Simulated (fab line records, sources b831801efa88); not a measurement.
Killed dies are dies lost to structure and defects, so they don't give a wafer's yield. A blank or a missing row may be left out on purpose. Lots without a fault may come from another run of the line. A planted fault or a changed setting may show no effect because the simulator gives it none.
fab line records | flow sky130
record lots=7 wafers=21 last_day=50
route steps=708 shown PWDE@53 NWELL@56 PAD_OPEN@708
lots that met no fault: from a run of the same line without faults
start_h: hours from the record's first day to the start of the lot's first wafer shown | wait_h: hours since the lot's step before | " the same as in the row above | L1.1+2: a row that stands for several wafers | - no value, or no start given | * or withheld: withheld | < > ~ a bound
route shown NAME@n: a module of which the file shows steps, and the number in the route of the first | usual: mean/standard deviation of fault-free wafers | same: alike in all rows | chamber/n: place in a boat | sites: the reading at each site | _std_site: their standard deviation | _edge_site: outer sites' mean less inner sites' | radius_mm: how far each site lies from the wafer's centre | mask NAME#n: copy n | behind: the tool/chamber that last shaped the wafer | hold: why the lot was held/for how many hours/how that ended | device: the transistor (n, p or np) that didn't switch | end of line: the same wafers' tests at the end of the route | a step without rows: its recipe alone | killed: dies lost to structure and defects at the first sort, not the wafer's yield | map: a wafer's dies, x killed, . not, _ none there
set.NAME: the setting as run; set.NAME@STEP: as run at that earlier step | model.NAME: the simulator's own value behind a step, which no gauge read
lots at some steps of the route; a table a step, a row a wafer
services: from which hour (start_h, from the record's first day; less than 0 if before it) a tool's chamber was out of use, for how many hours, and why
## steps
# step SKY_PWDE_IMPLANT_08
# recipe species=B energy_kev=150 dose_cm2=3.6e+12 tilt_deg=withheld
# step SKY_PWDE_STRIP_09
# recipe chemistry=O2/N2 power_w=1400 pressure_mtorr=1500 platen_temp_c=withheld o2_flow_sccm=3000 n2_flow_sccm=300 overash_fraction=0.5
# usual drypump_motor_current_A=5.8/0.47 oes_product_au=0.722/0.0041 strip_time_to_endpoint_s=36.93/0.1
# columns lot.wafer tool chamber start_h wait_h drypump_motor_current_A oes_product_au rf_hours_counter_h strip_time_to_endpoint_s
L874.1 plasma_asher-03 0 69.02 0.1 6.8 0.723 37 36.79
L874.4 " 0 " " 6.8 0.718 - 36.73
L874.5 " 1 " " 5.8 0.717 - 36.81
L879.1 plasma_asher-04 1 96.36 0.1 5.9 0.723 28 37.02
L879.2 " 0 " " 5.3 0.729 28 37.13
L879.5 " 0 " " 5.3 0.721 - 37.03
L882.1 plasma_asher-04 0 116.92 0.1 5.4 0.717 30 36.87
L882.4 " 1 " " 5.9 0.723 - 36.93
L882.6 " 1 " " 5.9 0.719 - 36.94
L883.3 plasma_asher-04 1 120.83 0.1 5.9 0.717 - 36.91
L883.4 " 0 " " 5.3 0.730 - 36.77
L883.5 " 0 " " 5.3 0.720 - 36.95
L886.1 plasma_asher-03 1 137.01 0.1 5.8 0.726 44 37.05
L886.2 " 0 " " 6.7 0.721 44 37.11
L886.5 " 0 " " 6.7 0.723 - 37.08
L888.3 plasma_asher-03 1 149.63 0.1 5.8 0.717 - 36.89
L888.4 " 0 " " 6.7 0.729 - 36.94
L888.6 " 0 " " 6.8 0.723 - 37.02
L894.1 plasma_asher-04 1 183.22 0.1 5.9 0.720 36 36.96
L894.3 " 1 " " 5.9 0.720 - 36.98
L894.4 " 0 " " 5.3 0.719 - 36.94
# step SKY_PWDE_TW_MEAS_10
# usual PWDE_TW=373.6/2.6
# columns lot.wafer tool chamber start_h wait_h PWDE_TW
L874.1 film_metro-03 - 69.12 0.1 371.0
L874.4 " - " " 370.4
L874.5 " - " " 372.3
L879.1 film_metro-03 - 96.46 0.1 369.4
L879.2 " - " " 369.9
L879.5 " - " " 370.4
L882.1 film_metro-01 - 117.02 0.1 377.6
L882.4 " - " " 378.3
L882.6 " - " " 375.6
L883.3 film_metro-01 - 120.92 0.1 374.9
L883.4 " - " " 373.7
L883.5 " - " " 376.5
L886.1 film_metro-01 - 137.11 0.1 373.6
L886.2 " - " " 376.0
L886.5 " - " " 375.0
L888.3 film_metro-03 - 149.72 0.1 371.6
L888.4 " - " " 372.8
L888.6 " - " " 373.8
L894.1 film_metro-01 - 183.32 0.1 375.0
L894.3 " - " " 376.0
L894.4 " - " " 374.8
# step SKY_NWELL_DEHYDRATE_03
# recipe temp_c=200 time_s=60
# step SKY_NWELL_HMDS_04
# recipe prime_time_s=60 prime_temp_c=120
# step SKY_NWELL_COAT_05
# recipe spin_rpm=2000 resist_thk_nm=3000
# step SKY_NWELL_SOFTBAKE_06
# recipe temp_c=110 time_s=withheld
# step SKY_NWELL_EXPOSE_07
# recipe mask_id=NWM na=0.6 source_shape=conventional sigma_outer=0.6 polarization=unpolarized target_cd_nm=840 dose_mj=255
# step SKY_NWELL_PEB_08
# recipe temp_c=115 time_s=withheld
# step SKY_NWELL_DEVELOP_09
# recipe wall_angle_deg=90 developer=TMAH develop_time_s=60 dev_temp_c=23
# step SKY_NWELL_OVL_MEAS_10
# usual NWELL_00_OVL=0.0/1.5
# columns lot.wafer tool chamber start_h wait_h NWELL_00_OVL[nm]
L874.1 overlay-01 - 85.96 - -1.4
L874.4 " - " " -3.1
L874.5 " - " " -2.9
L879.1 overlay-02 - 115.59 - 1.4
L879.2 " - " " 1.3
L879.5 " - " " 1.4
L882.1 overlay-01 - 137.14 - -0.1
L882.4 " - " " -1.6
L882.6 " - " " -0.9
L883.3 overlay-01 - 139.71 - -1.5
L883.4 " - " " -0.6
L883.5 " - " " -0.8
L886.1 overlay-02 - 156.96 - -0.6
L886.2 " - " " -0.6
L886.5 " - " " -0.3
L888.3 overlay-01 - 170.14 - -0.1
L888.4 " - " " 0.6
L888.6 " - " " -0.2
L894.1 overlay-01 - 204.99 - -0.5
L894.3 " - " " -0.7
L894.4 " - " " -0.6
# step SKY_NWELL_IMPLANT_11
# recipe species=P energy_kev=400 dose_cm2=1.9e+13 tilt_deg=withheld
# step SKY_NWELL_IMPLANT_12
# recipe species=P energy_kev=120 dose_cm2=1.3e+12 tilt_deg=withheld
# usual dose_ions_cm2=1.3001e+12/1.4e+09 end_station_pressure_torr=4.97e-06/2.6e-07 faraday_current_uA=7.32/0.15
# columns lot.wafer tool chamber start_h wait_h dose_ions_cm2 end_station_pressure_torr faraday_current_uA
L874.1 implanter-02 0 86.15 0.1 1.3019e+12 4.95e-06 7.51
L874.4 " 0 " " 1.299e+12 5.16e-06 7.15
L874.5 " 0 " " 1.3012e+12 5.11e-06 7.47
L879.1 implanter-01 0 115.78 0.1 1.2995e+12 5.01e-06 7.48
L879.2 " 0 " " 1.2983e+12 5.08e-06 7.51
L879.5 " 0 " " 1.3021e+12 5.11e-06 7.33
L882.1 implanter-02 0 137.33 0.1 9.48e+11 4.88e-06 5.39
L882.4 " 0 " " 9.483e+11 4.7e-06 5.30
L882.6 " 0 " " 9.489e+11 5.36e-06 5.16
L883.3 implanter-02 0 139.94 0.1 9.51e+11 5.4e-06 5.27
L883.4 " 0 " " 9.508e+11 4.82e-06 5.31
L883.5 " 0 " " 9.513e+11 4.59e-06 5.34
L886.1 implanter-02 0 157.15 0.1 9.51e+11 4.68e-06 5.32
L886.2 " 0 " " 9.504e+11 4.93e-06 5.50
L886.5 " 0 " " 9.509e+11 5.13e-06 5.36
L888.3 implanter-01 0 170.37 0.1 1.3002e+12 4.9e-06 7.41
L888.4 " 0 " " 1.3007e+12 5.06e-06 7.27
L888.6 " 0 " " 1.3032e+12 4.88e-06 7.39
L894.1 implanter-04 0 205.18 0.1 1.2985e+12 4.96e-06 7.16
L894.3 " 0 " " 1.2985e+12 4.87e-06 7.57
L894.4 " 0 " " 1.2976e+12 5.26e-06 7.10
# step SKY_NWELL_IMPLANT_13
# recipe species=P energy_kev=50 dose_cm2=7e+11 tilt_deg=withheld
# step SKY_NWELL_STRIP_14
# recipe chemistry=O2/N2 power_w=1400 pressure_mtorr=1500 platen_temp_c=withheld o2_flow_sccm=3000 n2_flow_sccm=300 overash_fraction=0.5
# usual drypump_motor_current_A=5.9/0.53 oes_product_au=0.722/0.0042 strip_time_to_endpoint_s=36.95/0.12
# columns lot.wafer tool chamber start_h wait_h drypump_motor_current_A oes_product_au rf_hours_counter_h strip_time_to_endpoint_s
L874.1 plasma_asher-02 1 86.45 0.1 5.9 0.721 40 36.84
L874.4 " 0 " " 5.2 0.726 - 36.94
L874.5 " 0 " " 5.2 0.726 - 36.74
L879.1 plasma_asher-03 0 116.08 0.1 6.7 0.727 42 37.10
L879.2 " 1 " " 5.8 0.729 42 37.05
L879.5 " 0 " " 6.7 0.717 - 37.10
L882.1 plasma_asher-01 0 137.63 0.1 5.5 0.720 2 37.06
L882.4 " 1 " " 5.7 0.722 - 37.00
L882.6 " 0 " " 5.5 0.719 - 37.07
L883.3 plasma_asher-02 0 140.22 0.1 5.2 0.718 - 36.83
L883.4 " 1 " " 6.0 0.721 - 36.84
L883.5 " 1 " " 5.9 0.717 - 36.71
L886.1 plasma_asher-02 0 157.45 0.1 5.2 0.719 48 36.87
L886.2 " 1 " " 5.9 0.724 48 36.86
L886.5 " 0 " " 5.2 0.721 - 36.87
L888.3 plasma_asher-02 1 170.65 0.1 5.9 0.718 - 37.12
L888.4 " 0 " " 5.2 0.725 - 37.11
L888.6 " 0 " " 5.2 0.732 - 36.95
L894.1 plasma_asher-03 0 205.48 0.1 6.7 0.723 51 36.95
L894.3 " 0 " " 6.8 0.723 - 36.83
L894.4 " 1 " " 5.8 0.719 - 36.89
# step SKY_NWELL_TW_MEAS_15
# usual NWELL_TW=1821/13
# columns lot.wafer tool chamber start_h wait_h NWELL_TW
L874.1 film_metro-02 - 86.55 0.1 1827
L874.4 " - " " 1842
L874.5 " - " " 1834
L879.1 film_metro-03 - 116.18 0.1 1811
L879.2 " - " " 1817
L879.5 " - " " 1816
L882.1 film_metro-01 - 137.73 0.1 1816
L882.4 " - " " 1817
L882.6 " - " " 1828
L883.3 film_metro-01 - 140.31 0.1 1821
L883.4 " - " " 1803
L883.5 " - " " 1817
L886.1 film_metro-02 - 157.55 0.1 1821
L886.2 " - " " 1819
L886.5 " - " " 1821
L888.3 film_metro-02 - 170.74 0.1 1827
L888.4 " - " " 1820
L888.6 " - " " 1819
L894.1 film_metro-01 - 205.60 0.1 1825
L894.3 " - " " 1816
L894.4 " - " " 1822
# step SKY_NWELL_DEHYDRATE_16
# recipe temp_c=200 time_s=60
# step SKY_NWELL_HMDS_17
# recipe prime_time_s=60 prime_temp_c=120
# step SKY_NWELL_COAT_18
# recipe spin_rpm=2036 resist_thk_nm=3000
# step SKY_NWELL_SOFTBAKE_19
# recipe temp_c=110 time_s=withheld
# step SKY_NWELL_EXPOSE_20
# recipe mask_id=NWM_COMPLEMENT na=0.6 source_shape=conventional sigma_outer=0.6 polarization=unpolarized target_cd_nm=840 dose_mj=260
# step SKY_NWELL_PEB_21
# recipe temp_c=115 time_s=withheld
# step SKY_NWELL_DEVELOP_22
# recipe wall_angle_deg=90 developer=TMAH develop_time_s=60 dev_temp_c=23
# step SKY_NWELL_OVL_MEAS_23
# usual NWELL_01_OVL=-1.2/1.5
# columns lot.wafer tool chamber start_h wait_h NWELL_01_OVL[nm]
L874.1 overlay-02 - 104.58 - 0.6
L874.4 " - " " 0.9
L874.5 " - " " 0.4
L879.1 overlay-01 - 135.01 - -1.6
L879.2 " - " " -3.4
L879.5 " - " " -1.0
L882.1 overlay-02 - 157.29 - -0.8
L882.4 " - " " -1.0
L882.6 " - " " -2.0
L883.3 overlay-02 - 159.85 - -3.2
L883.4 " - " " -1.8
L883.5 " - " " -1.5
L886.1 overlay-01 - 178.46 - -0.7
L886.2 " - " " -1.2
L886.5 " - " " -1.5
L888.3 overlay-01 - 191.68 - -0.4
L888.4 " - " " -1.1
L888.6 " - " " -1.8
L894.1 overlay-01 - 228.51 - -1.2
L894.3 " - " " -1.5
L894.4 " - " " -1.9
# step SKY_NWELL_IMPLANT_24
# recipe species=B energy_kev=140 dose_cm2=9.2e+12 tilt_deg=withheld
# step SKY_NWELL_STRIP_25
# recipe chemistry=O2/N2 power_w=1400 pressure_mtorr=1500 platen_temp_c=withheld o2_flow_sccm=3000 n2_flow_sccm=300 overash_fraction=0.5
# usual drypump_motor_current_A=5.9/0.52 oes_product_au=0.722/0.0045 strip_time_to_endpoint_s=36.59/0.089
# columns lot.wafer tool chamber start_h wait_h drypump_motor_current_A oes_product_au rf_hours_counter_h strip_time_to_endpoint_s
L874.1 plasma_asher-03 1 104.77 0.1 5.9 0.724 41 36.62
L874.4 " 1 " " 5.8 0.721 - 36.57
L874.5 " 0 " " 6.7 0.721 - 36.66
L879.1 plasma_asher-02 1 135.20 0.1 5.9 0.718 46 36.59
L879.2 " 0 " " 5.2 0.721 46 36.55
L879.5 " 1 " " 5.9 0.720 - 36.56
L882.1 plasma_asher-03 1 157.48 0.1 5.8 0.723 46 36.55
L882.4 " 0 " " 6.8 0.722 - 36.48
L882.6 " 1 " " 5.8 0.723 - 36.55
L883.3 plasma_asher-03 1 160.06 0.1 5.8 0.721 - 36.66
L883.4 " 0 " " 6.8 0.726 - 36.64
L883.5 " 1 " " 5.8 0.721 - 36.61
L886.1 plasma_asher-01 0 178.65 0.1 5.5 0.719 6 36.59
L886.2 " 1 " " 5.7 0.719 6 36.58
L886.5 " 0 " " 5.5 0.714 - 36.60
L888.3 plasma_asher-02 1 191.88 0.1 5.9 0.725 - 36.61
L888.4 " 0 " " 5.2 0.718 - 36.63
L888.6 " 1 " " 5.9 0.719 - 36.47
L894.1 plasma_asher-03 1 228.70 0.1 5.8 0.734 53 36.56
L894.3 " 0 " " 6.7 0.720 - 36.60
L894.4 " 1 " " 5.8 0.723 - 36.60
# step SKY_NWELL_TW_MEAS_26
# usual NWELL_2_TW=495/3.1
# columns lot.wafer tool chamber start_h wait_h NWELL_2_TW
L874.1 film_metro-03 - 104.87 0.1 490
L874.4 " - " " 491
L874.5 " - " " 492
L879.1 film_metro-02 - 135.30 0.1 493
L879.2 " - " " 495
L879.5 " - " " 495
L882.1 film_metro-03 - 157.58 0.1 493
L882.4 " - " " 492
L882.6 " - " " 491
L883.3 film_metro-02 - 160.15 0.1 500
L883.4 " - " " 498
L883.5 " - " " 500
L886.1 film_metro-01 - 178.75 0.1 498
L886.2 " - " " 502
L886.5 " - " " 500
L888.3 film_metro-02 - 191.97 0.1 495
L888.4 " - " " 498
L888.6 " - " " 497
L894.1 film_metro-03 - 228.80 0.1 491
L894.3 " - " " 494
L894.4 " - " " 492
# step SKY_NWELL_CLEAN_27
# recipe chemistry=SC1/SC2 mix=1:4:20 temp_c=70 time_s=150 dry=n2_spin
# step SKY_NWELL_RTA_28
# recipe temp_c=1050 time_s=30 idle_temp_c=650 ramp_up_c_per_s=150 ramp_down_c_per_s=90 ambient=N2
# usual lamp_power_pct=25.31/0.054 wafer_temp_C_max=1054.8/0.89
# columns lot.wafer tool chamber start_h wait_h lamp_power_pct wafer_temp_C_max
L874.1 rtp_anneal-02 0 104.98 0.0 25.33 1057.7
L874.4 " 0 " " 25.36 1054.5
L874.5 " 0 " " 25.28 1055.3
L879.1 rtp_anneal-01 0 135.41 0.0 25.38 1055.6
L879.2 " 0 " " 25.34 1055.4
L879.5 " 0 " " 25.32 1056.5
L882.1 rtp_anneal-01 0 157.69 0.0 25.26 1054.3
L882.4 " 0 " " 25.24 1056.9
L882.6 " 0 " " 25.34 1056.8
L883.3 rtp_anneal-02 0 160.32 0.0 25.33 1055.1
L883.4 " 0 " " 25.25 1053.3
L883.5 " 0 " " 25.39 1055.2
L886.1 rtp_anneal-01 0 178.86 0.0 25.34 1054.6
L886.2 " 0 " " 25.34 1054.2
L886.5 " 0 " " 25.30 1052.9
L888.3 rtp_anneal-01 0 192.09 0.0 25.35 1055.5
L888.4 " 0 " " 25.33 1054.9
L888.6 " 0 " " 25.34 1054.9
L894.1 rtp_anneal-02 0 228.91 0.0 25.37 1055.3
L894.3 " 0 " " 25.28 1054.3
L894.4 " 0 " " 25.41 1054.6
# step SKY_NWELL_RS_MEAS_29
# recipe thk_meas_gauge=four-point-probe
# usual NWELL_RS=624.6/1.4
# columns lot.wafer tool chamber start_h wait_h NWELL_RS[ohm/sq]
L874.1 film_metro-03 - 105.08 0.1 624.3
L874.4 " - " " 623.8
L874.5 " - " " 625.1
L879.1 film_metro-01 - 135.51 0.1 622.3
L879.2 " - " " 624.0
L879.5 " - " " 622.8
L882.1 film_metro-01 - 157.79 0.1 635.5
L882.4 " - " " 634.6
L882.6 " - " " 633.6
L883.3 film_metro-03 - 160.43 0.1 635.7
L883.4 " - " " 636.5
L883.5 " - " " 637.0
L886.1 film_metro-01 - 178.96 0.1 633.1
L886.2 " - " " 632.7
L886.5 " - " " 632.4
L888.3 film_metro-03 - 192.20 0.1 623.3
L888.4 " - " " 625.1
L888.6 " - " " 625.4
L894.1 film_metro-01 - 229.01 0.1 624.8
L894.3 " - " " 623.8
L894.4 " - " " 623.4
# step SKY_PAD_OPEN_PROBE_99
# usual killed_at_M0_to_M3=43/6.5 killed_at_M4_up=3.2/1.9 killed_at_contacts=25/5.5 killed_at_front_end=14/4.2 killed_at_other=0.2/0.44 killed_dies=85/8.5 killed_open=47/7 killed_short=39/6.3
# same gross_dies=492 killed_at_back_side=0
# columns lot.wafer tool chamber start_h wait_h killed_at_M0_to_M3 killed_at_M4_up killed_at_contacts killed_at_front_end killed_at_other killed_dies killed_open killed_short model.etest.nfet_16v.r_on_ohm_um model.etest.pfet_g5v0d10v5.r_on_ohm_um model.etest.tip_p_5v.rs_ohm_sq model.etest.pfet_g5v0d10v5.drive_ua_um model.etest.pfet_01v8_lvt.drive_ua_um model.etest.pfet_16v.drive_ua_um model.etest.pfet_g5v0d10v5.off_log10_a_um model.etest.pfet_01v8_lvt.off_log10_a_um
L874.1 prober-02 - 1082.15 0.1 46 2 26 15 0 89 42 47 1.424e+04 4750 2853 339.8 172.3 244.9 -12.51 -9.113
L874.4 prober-02 - 1082.30 0.2 40 3 25 21 0 89 41 48 1.433e+04 4833 2863 331.5 169.4 242.3 -12.97 -9.326
L874.5 prober-02 - 1082.35 0.2 39 2 19 15 0 75 45 30 1.425e+04 4892 2868 330.2 170.2 243.4 -12.88 -9.207
L879.1 prober-01 - 1114.64 0.1 29 4 36 12 0 81 43 38 1.411e+04 4603 2855 350.3 172.6 243.8 -12.56 -9.004
L879.2 prober-01 - 1114.69 0.1 38 1 36 17 0 92 52 40 1.416e+04 4660 2842 346.7 171.9 242 -12.51 -9.177
L879.5 prober-01 - 1114.84 0.2 39 2 27 14 0 82 45 37 1.411e+04 4632 2854 350.8 171.5 241.5 -12.54 -9.32
L883.3 prober-02 - 1137.04 0.2 30 7 18 16 0 71 36 35 1.504e+04 4709 2799 345.2 179.8 243.5 -11.21 -8.541
L883.4 prober-02 - 1137.09 0.2 49 3 22 10 0 84 48 36 1.494e+04 4670 2799 349.7 182.5 246.9 -11.03 -8.515
L883.5 prober-02 - 1137.14 0.2 47 3 18 15 0 83 48 35 1.496e+04 4602 2791 353.4 181 248.2 -11.01 -8.241
L882.1 prober-01 - 1141.28 0.1 40 3 40 10 0 93 59 34 1.428e+04 4664 2825 350.9 179.4 249.3 -11.29 -8.511
L882.4 prober-01 - 1141.43 0.2 39 5 25 14 0 83 43 40 1.432e+04 4614 2830 356.4 180.4 250.4 -11.47 -8.482
L882.6 prober-01 - 1141.53 0.2 54 5 26 16 0 101 56 45 1.412e+04 4523 2822 360.9 182.1 257.3 -11.37 -8.229
L886.1 prober-02 - 1164.77 0.1 37 7 27 17 0 88 43 45 1.473e+04 4650 2821 357.4 180.8 257.5 -11.07 -8.12
L886.2 prober-02 - 1164.82 0.1 60 2 26 18 0 106 70 36 1.466e+04 4691 2817 349.3 181.5 253.1 -11.28 -8.081
L886.5 prober-02 - 1164.97 0.2 51 3 24 18 1 97 45 52 1.474e+04 4626 2796 351.5 181.1 256.6 -11.17 -8.155
L888.3 prober-02 - 1166.37 0.2 36 0 21 15 0 72 42 30 1.398e+04 4682 2895 344.7 174.3 241.2 -12.78 -8.81
L888.4 prober-02 - 1166.42 0.2 56 2 23 17 0 98 68 30 1.406e+04 4702 2891 345.5 173.3 239.9 -12.69 -9.079
L888.6 prober-02 - 1166.52 0.2 37 2 27 21 0 87 47 40 1.401e+04 4688 2870 348.6 173.8 240.3 -12.55 -9.089
L894.1 prober-02 - 1193.10 0.1 44 5 30 18 0 97 50 47 1.416e+04 4774 2812 337.6 170.7 245.5 -12.44 -9.279
L894.3 prober-02 - 1193.20 0.2 37 1 33 22 1 94 45 49 1.432e+04 4710 2814 344.7 173.7 246 -11.87 -9.087
L894.4 prober-02 - 1193.25 0.2 42 5 30 14 0 91 50 41 1.444e+04 4790 2835 338.9 171.6 244.9 -11.99 -9.218
# killed by level:class
L874.1 VIA1:geometric_particle:open=10 CONTACT:geometric_particle:short=9 METAL1:geometric_particle:short=7 LOCAL_INTERCONNECT:geometric_particle:short=7 CONTACT:geometric_particle:open=6 METAL2:geometric_particle:short=6 VIA2:geometric_particle:open=6 VIA3:geometric_particle:open=6
L874.4 CONTACT:geometric_particle:open=9 VIA1:geometric_particle:open=9 FIELD_ISO:geometric_particle:short=7 VIA1:geometric_particle:short=7 CONTACT:geometric_particle:short=6 METAL3:geometric_particle:short=6 FIELD_ISO:geometric_particle:open=5 LI_CONTACT:geometric_particle:open=5
L874.5 VIA3:geometric_particle:open=10 LI_CONTACT:geometric_particle:open=7 POLY_GATE:geometric_particle:open=6 VIA2:geometric_particle:open=6 CONTACT:geometric_particle:open=6 METAL2:geometric_particle:short=5 VIA1:geometric_particle:open=4 CONTACT:geometric_particle:short=3
L879.1 CONTACT:geometric_particle:open=16 CONTACT:geometric_particle:short=9 VIA1:geometric_particle:open=8 METAL1:geometric_particle:short=6 LI_CONTACT:geometric_particle:open=5 POLY_GATE:geometric_particle:open=4 VIA2:geometric_particle:open=4 LOCAL_INTERCONNECT:geometric_particle:short=4
L879.2 CONTACT:geometric_particle:open=15 LI_CONTACT:geometric_particle:open=7 VIA1:geometric_particle:open=7 METAL2:geometric_particle:short=6 CONTACT:geometric_particle:short=6 LOCAL_INTERCONNECT:geometric_particle:short=5 METAL1:geometric_particle:short=5 FIELD_ISO:geometric_particle:open=4
L879.5 CONTACT:geometric_particle:open=11 CONTACT:geometric_particle:short=7 VIA3:geometric_particle:open=7 VIA1:geometric_particle:open=5 METAL1:geometric_particle:short=5 POLY_GATE:geometric_particle:short=4 SPACER:geometric_particle:open=4 LI_CONTACT:geometric_particle:open=4
L883.3 CONTACT:geometric_particle:open=7 METAL4:geometric_particle:short=5 LOCAL_INTERCONNECT:geometric_particle:short=5 VIA1:geometric_particle:open=5 FIELD_ISO:geometric_particle:open=4 METAL2:geometric_particle:short=4 METAL1:geometric_particle:short=4 VIA2:geometric_particle:open=4
L883.4 VIA1:geometric_particle:open=14 CONTACT:geometric_particle:open=9 METAL1:geometric_particle:short=9 LI_CONTACT:geometric_particle:open=8 VIA2:geometric_particle:open=7 VIA1:geometric_particle:short=5 METAL2:geometric_particle:short=5 FIELD_ISO:geometric_particle:short=4
L883.5 VIA1:geometric_particle:open=9 LI_CONTACT:geometric_particle:open=9 VIA3:geometric_particle:open=9 VIA1:geometric_particle:short=6 VIA2:geometric_particle:open=6 CONTACT:geometric_particle:short=5 METAL2:geometric_particle:short=5 FIELD_ISO:geometric_particle:open=4
L882.1 CONTACT:geometric_particle:open=14 VIA1:geometric_particle:open=13 LI_CONTACT:geometric_particle:open=9 CONTACT:geometric_particle:short=7 VIA3:geometric_particle:open=7 LOCAL_INTERCONNECT:geometric_particle:short=5 VIA2:geometric_particle:open=5 FIELD_ISO:geometric_particle:open=4
L882.4 VIA1:geometric_particle:open=9 LI_CONTACT:geometric_particle:open=8 CONTACT:geometric_particle:open=8 VIA2:geometric_particle:open=6 VIA1:geometric_particle:short=5 VIA3:geometric_particle:open=5 FIELD_ISO:geometric_particle:short=4 METAL1:geometric_particle:short=4
L882.6 VIA3:geometric_particle:open=11 VIA1:geometric_particle:open=9 METAL2:geometric_particle:short=8 LI_CONTACT:geometric_particle:open=8 CONTACT:geometric_particle:open=7 FIELD_ISO:geometric_particle:short=6 VIA2:geometric_particle:open=6 METAL1:geometric_particle:short=5
L886.1 CONTACT:geometric_particle:open=10 METAL3:geometric_particle:short=8 LI_CONTACT:geometric_particle:open=7 VIA1:geometric_particle:open=7 FIELD_ISO:geometric_particle:short=5 METAL1:geometric_particle:short=5 VIA1:geometric_particle:short=5 FIELD_ISO:geometric_particle:open=4
L886.2 VIA1:geometric_particle:open=28 CONTACT:geometric_particle:open=12 VIA2:geometric_particle:open=10 VIA1:geometric_particle:short=8 LI_CONTACT:geometric_particle:open=7 POLY_GATE:geometric_particle:open=6 FIELD_ISO:geometric_particle:open=4 POLY_GATE:geometric_particle:short=4
L886.5 CONTACT:geometric_particle:open=13 VIA1:geometric_particle:open=13 VIA1:geometric_particle:short=8 METAL2:geometric_particle:short=8 METAL1:geometric_particle:short=7 POLY_GATE:geometric_particle:short=5 VIA3:geometric_particle:open=4 LOCAL_INTERCONNECT:geometric_particle:short=4
L888.3 CONTACT:geometric_particle:open=13 METAL1:geometric_particle:short=10 VIA1:geometric_particle:open=6 POLY_GATE:geometric_particle:short=5 METAL1:geometric_particle:open=4 VIA2:geometric_particle:open=4 VIA3:geometric_particle:open=4 FIELD_ISO:geometric_particle:open=3
L888.4 VIA3:geometric_particle:open=14 CONTACT:geometric_particle:open=12 VIA2:geometric_particle:open=12 VIA1:geometric_particle:open=10 POLY_GATE:geometric_particle:open=6 LI_CONTACT:geometric_particle:open=6 VIA1:geometric_particle:short=5 POLY_GATE:geometric_particle:short=4
L888.6 CONTACT:geometric_particle:open=12 FIELD_ISO:geometric_particle:open=8 VIA1:geometric_particle:short=8 VIA1:geometric_particle:open=8 LI_CONTACT:geometric_particle:open=6 POLY_GATE:geometric_particle:short=5 METAL2:geometric_particle:short=5 LOCAL_INTERCONNECT:geometric_particle:short=4
L894.1 LI_CONTACT:geometric_particle:open=14 METAL2:geometric_particle:short=8 VIA3:geometric_particle:open=8 POLY_GATE:geometric_particle:short=7 VIA1:geometric_particle:open=7 LOCAL_INTERCONNECT:geometric_particle:short=5 VIA2:geometric_particle:open=5 LI_CONTACT:geometric_particle:short=4
L894.3 LI_CONTACT:geometric_particle:open=11 CONTACT:geometric_particle:open=8 METAL2:geometric_particle:short=7 VIA1:geometric_particle:open=7 POLY_GATE:geometric_particle:short=6 VIA2:geometric_particle:short=6 FIELD_ISO:geometric_particle:open=5 POLY_GATE:geometric_particle:open=5
L894.4 CONTACT:geometric_particle:open=11 LI_CONTACT:geometric_particle:open=9 VIA1:geometric_particle:open=9 METAL1:geometric_particle:short=7 VIA2:geometric_particle:open=6 FIELD_ISO:geometric_particle:open=5 METAL2:geometric_particle:short=5 CONTACT:geometric_particle:short=5
## services
# columns tool chamber start_h hours kind
implanter-04 - 52.81 5.8 repair
plasma_asher-03 - 67.24 1.5 repair
plasma_asher-01 - 73.31 2.8 pm
plasma_asher-03 - 73.56 1.5 repair
implanter-04 - 101.11 1.7 repair
plasma_asher-04 - 108.31 3.5 repair
plasma_asher-01 - 108.75 9.0 pm
plasma_asher-01 0 108.75 9.0 vent_cycle
plasma_asher-01 1 108.75 9.0 vent_cycle
plasma_asher-01 0 117.75 - clean
plasma_asher-01 1 117.75 - clean
implanter-01 - 129.19 1.2 repair
implanter-01 - 161.18 2.6 repair
plasma_asher-02 - 179.54 0.7 repair
implanter-01 - 185.87 2.3 repair
plasma_asher-02 - 187.27 2.8 pm
implanter-02 - 195.75 3.0 repair
implanter-02 - 196.71 78.2 repair
## key
first_sign step=SKY_NWELL_IMPLANT_12 reading=dose_ions_cm2 direction=down sigmas=99+ usual=* struck=*
effect step=SKY_NWELL_IMPLANT_12 reading=faraday_current_uA direction=down sigmas=13 usual=7.32 struck=5.33
effect step=SKY_NWELL_RS_MEAS_29 reading=NWELL_RS direction=up sigmas=7 usual=624.6 struck=634.6
model_effect step=SKY_PAD_OPEN_PROBE_99 value=etest.nfet_16v.r_on_ohm_um without=1.41e+04 struck=1.464e+04
met_at SKY_NWELL_IMPLANT_12
struck_wafers L882.1,L882.4,L882.6,L883.3,L883.4,L883.5,L886.1,L886.2,L886.5
tester_left_out L882,L883,L886
onset_between 86.15 137.33
fault kind=process_parameter_drift tool=implanter-02 chamber=- onset_h=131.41 steps=SKY_NWELL_IMPLANT_12 channel=dose_cm2 offset=* shape=step end_h=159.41 acts_in=* stated=*
# tester_left_out: of these lots the tester's yield and bins aren't shown, on N5 and GAA mostly nor the transistor test; their killed dies are dies lost to structure and defects alone, not to doping, threshold or leakage, so they don't give the yield
